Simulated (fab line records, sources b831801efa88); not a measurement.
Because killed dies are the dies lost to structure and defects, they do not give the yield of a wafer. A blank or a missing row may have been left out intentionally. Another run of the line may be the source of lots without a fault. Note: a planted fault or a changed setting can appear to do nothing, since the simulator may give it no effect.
Chamber matching	flow sky130	4 sister chambers for SKY_POLY_CUT_ETCH_11 on rie diel-02
The step etches Si3N4 in CF4/CH2F2/Ar, stops on poly-Si, time 42.5 s, target depth 60 nm. 16 wafers are shown with their chamber, then 8 later ones without.

## WAFERS, EACH WITH ITS CHAMBER
wafer	chamber	drypump motor current A (A)	throttle valve pct (%)	oes product au (a.u.)
L076.1	2	5.5	14.987	0.820
L076.3	3	6.6	14.993	0.832
L076.5	0	5.7	14.985	0.812
L082.1	0	5.8	15.001	0.820
L082.2	2	5.5	14.987	0.818
L082.5	0	5.8	15.002	0.822
L083.2	2	5.5	14.986	0.824
L083.4	1	5.6	14.976	0.820
L083.6	2	5.5	14.982	0.818
L086.1	2	5.5	15.010	0.820
L086.4	0	5.7	14.990	0.832
L086.6	3	6.6	14.994	0.810
L088.1	3	6.6	14.986	0.833
L088.3	1	5.6	14.989	0.831
L088.4	2	5.5	14.979	0.836
L093.3	0	5.7	15.016	0.838

SIGNATURES, as means of the wafers listed above
reading	chamber 0	chamber 1	chamber 2	chamber 3	scatter within a chamber
drypump motor current A	5.740	5.600	5.500	6.600	0.0316
throttle valve pct	14.99880	14.98250	14.98850	14.99100	0.0104
oes product au	0.82480	0.82550	0.82267	0.82500	0.00938
Rule: a wafer lies at a distance from a chamber equal to the root of the sum of squares, over the readings, of (its reading less the chamber's mean, divided by the reading's scatter). If the next closest chamber is less than 2 further off than the closest, the wafer can't be placed; otherwise it belongs to the closest. The scatter: the root of (the sum of the squares of (reading less its chamber's mean) over the shown wafers, divided by (wafers less chambers)).

## WAFERS MISSING THEIR CHAMBER
wafer	drypump motor current A (A)	throttle valve pct (%)	oes product au (a.u.)
L093.4	5.8	14.996	0.836
L093.6	5.6	14.986	0.839
L094.1	5.5	15.005	0.831
L094.4	5.5	15.007	0.826
L094.5	5.6	15.016	0.828
L097.1	5.6	15.000	0.827
L097.3	6.6	15.012	0.825
L097.6	6.6	14.988	0.836

## WHICH CHAMBER EACH WENT THROUGH
wafer	from the rows above	in truth
L093.4	0	0
L093.6	1	1
L094.1	2	2
L094.4	2	2
L094.5	can't be placed: 1 or 2 or 0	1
L097.1	can't be placed: 1 or 2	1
L097.3	3	3
L097.6	3	3
Correct placement for 6 of the 8. Unplaceable from these rows: 2, with the true chamber sitting among the candidates in 2. Number placed wrongly: 0.
